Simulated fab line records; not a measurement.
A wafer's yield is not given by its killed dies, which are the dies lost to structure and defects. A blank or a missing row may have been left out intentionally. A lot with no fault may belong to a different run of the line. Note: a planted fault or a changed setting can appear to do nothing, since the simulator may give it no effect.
Problem report, 8D (eight disciplines) form, completed by code / flow gf180mcu / the parts of the form that need people (team, actions taken, sign-off) are left out

1. PROBLEM STATEMENT
time to endpoint s at GF_V3_CMP_04 reads a mean of 104 s on 2 wafers of 2 lots; wafers without a fault read 79 s with a standard deviation of 4.5. Relative to the usual mean, that is a shift of +5.7 standard deviations.
The step: polishes SiO2.
First observed at day 26 12:40: wafer L574.6, on cmp-01. Wafers with a number at this step in the record: 35, from 12 lots. By rule, "out" or "out of limits" means more than 4 standard deviations away from the usual mean. Any other wafer with a number is counted as sound.

2. WHAT IT IS; WHAT IT IS NOT
question=which readings at this step | is=time to endpoint s | is not=head pressure psi, motor current A, platen rpm, retaining ring pressure frac, slurry filter dp kPa
question=which lots | is=L574, L576 | is not=L560, L562, L565, L566, L567, L568, L569, L570, L571, L575
question=which wafers of those lots | is=L574.6, L576.5 | is not=L574.1, L574.4, L576.1
question=read on which tools | is=cmp-01 | is not=cmp-02
question=when | is=from day 26 12:40 | is not=up to then (29 sound wafers); but 4 sound wafers of L575, L576 came after

3. SUSPECTS, AND WHAT RULES EACH OUT
Counting: any tool at a process step up to the reading remains a suspect provided it ran every lot that is out. Sound lots after the first of them don't rule it out here, since some wafers of a struck lot are sound.
- cmp-01 at GF_V3_CMP_04 (polishes SiO2): kept. Ran every lot that is out, first one L574 (day 26 12:40); last sound lot up to then L571 (day 25 10:44). Its own time to endpoint s readings are out on those wafers.
Remaining after the count: cmp-01 at GF_V3_CMP_04.

4. THE CAUSE (what the simulator had put in)
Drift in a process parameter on cmp-01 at GF_V3_CMP_04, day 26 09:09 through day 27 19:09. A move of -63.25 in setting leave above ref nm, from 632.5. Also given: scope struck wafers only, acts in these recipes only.
The count eliminated every tool but this one.

5. THE CHAIN OF EFFECTS, in route order
Each row: a reading whose mean over the struck wafers that have a number lies more than 3 standard deviations from the usual. Readings are gone through only where the record gives a usual standard deviation; hours: the median, over the lots, of the time from a lot's start at the first step in this table giving one to that lot's start at this step; sigmas: the change measured in usual standard deviations.
hours=0; step=GF_V3_CMP_04; reading=time to endpoint s; usual=79 s; on struck wafers=104; change=+26; sigmas=+5.7
hours=-; step=GF_V3_ETCH_17; reading=oes product au; usual=0.857 a.u.; on struck wafers=0.806; change=-0.050; sigmas=-11
Here are the process steps it includes:
- GF_V3_CMP_04: polishes SiO2.
- GF_V3_ETCH_17: etches SiO2 in C4F8/O2/Ar, stops on TiN, target depth 635 nm.

6. WHAT WOULD HAVE CAUGHT IT SOONER
First out-of-limits reading in this record: day 26 12:40, which is 4 hours after fault onset at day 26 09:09.
